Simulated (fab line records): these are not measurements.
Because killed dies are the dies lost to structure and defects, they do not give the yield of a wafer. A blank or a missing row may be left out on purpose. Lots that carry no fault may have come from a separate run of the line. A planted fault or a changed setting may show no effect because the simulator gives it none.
A lot that was struck, set against a sound lot -- flow gf180mcu -- 15 out of 602 route steps
Sound: the wafers L466.1, L466.2, L466.3. Struck: wafers L464.3, L464.6 (left out: L464.4, a lot-mate that was not struck); the cause follows at the end.
Each step with rows lists, per side, the tool, then ch with its chambers, then its first start. Under that, the readings that differ: sound wafers -- struck wafers -- difference of the means -- sigmas: that difference in standard deviations of wafers without a fault.
alike: a reading whose means differ by less than 2 such deviations, as well as words and numbers matching on both sides. not compared: withheld readings; readings where some wafer has no value; bounds like >300 that might hide an equal value; numbers whose values overlap and for which the record gives no deviation.
A row with sigmas, a row that says differs or no value, or rows on one side alone: a step with any of these is where the two part. When numbers do not overlap yet have no deviation, they are printed without sigmas and do not part them. A reading that every wafer of one side lacks parts them only if that side has two wafers or more.

first, 3 steps without rows for these wafers: GF_V2_EXPOSE_11 (exposes mask Via2, target cd 260 nm); GF_V2_PEB_12 (peb time 90 s); GF_V2_DEVELOP_13 (develop time 60 s).
GF_V2_CD_MEAS_14: the cd target is 260 nm.
  sound on cd sem-02, day 27 06:37; struck on cd sem-02, day 27 05:43
  alike: cd nm
GF_V2_OVL_MEAS_15:
  sound on overlay-02, day 27 06:44; struck on overlay-01, day 27 05:48
  alike: V2_OVL
GF_V2_ETCH_16: etches BARC in N2/H2.
  sound on rie diel-01 ch 1,2,3, day 27 06:46; struck on rie diel-04 ch 0,2, day 27 05:49
  alike: drypump motor current A, oes product au, throttle valve pct
GF_V2_ETCH_17: etches SiO2 in C4F8/O2/Ar, stops on TiN, target depth 630 nm.
  sound: rie diel-01 ch 1,2,3; struck: rie diel-04 ch 0,2
  alike: oes product au
GF_V2_STRIP_18: strips in O2/N2.
  sound on plasma asher-03 ch 0,1, day 27 06:54; struck on plasma asher-04 ch 0,1, day 27 05:59
  alike: drypump motor current A, heater power w, o2 flow sccm, oes product au
  not compared: rf hours counter h
then, 2 steps without rows for these wafers: GF_V2_STRIP_19 (strips in post etch residue remover, time 1200 s); GF_V2_CLEAN_20 (cleans in DIW).
GF_V2_SPUTTER_21: material Ti, target thk 15 nm, time 80.02 s.
  sound on pvd sputter-02, day 27 07:28; struck on pvd sputter-03, day 27 06:31
  alike: throttle valve pct
GF_V2_SPUTTER_22: material TiN, target thk 10 nm, time 40 s.
  sound on pvd sputter-02, day 27 07:32; struck on pvd sputter-03, day 27 06:35
  alike: throttle valve pct
GF_V2_CVD_23: deposits W, target thk 350 nm, time 104.94 s.
  sound on cvd w-02 ch 0,1, day 27 07:34; struck on cvd w-01 ch 1, day 27 06:39
reading,sound,struck,difference,sigmas
model.W_of_V2_CVD_23.thk nm (nm),342.9 345.3 343,341.7 339.7,-3.0,
  alike: heater power w
GF_V2_RS_MEAS_24: uses a four-point probe to measure.
  sound on film metro-04, day 27 07:41; struck on film metro-04, day 27 06:46
  alike: V2_W_RS
-- the record jumps here: 7 days lie between the struck wafers' starts before and after (it left off in module V2 and takes up again in module PASSIVATION, whose first step shown is number 602 of the route) --
GF_PASSIVATION_PROBE_99:
  only the struck wafers here have rows in the record (prober-01, day 34 13:34); the sound ones have none

WHERE THEY PART
At GF_PASSIVATION_PROBE_99 and nowhere else, as far as this record goes.

WHY: whatever the simulator had introduced
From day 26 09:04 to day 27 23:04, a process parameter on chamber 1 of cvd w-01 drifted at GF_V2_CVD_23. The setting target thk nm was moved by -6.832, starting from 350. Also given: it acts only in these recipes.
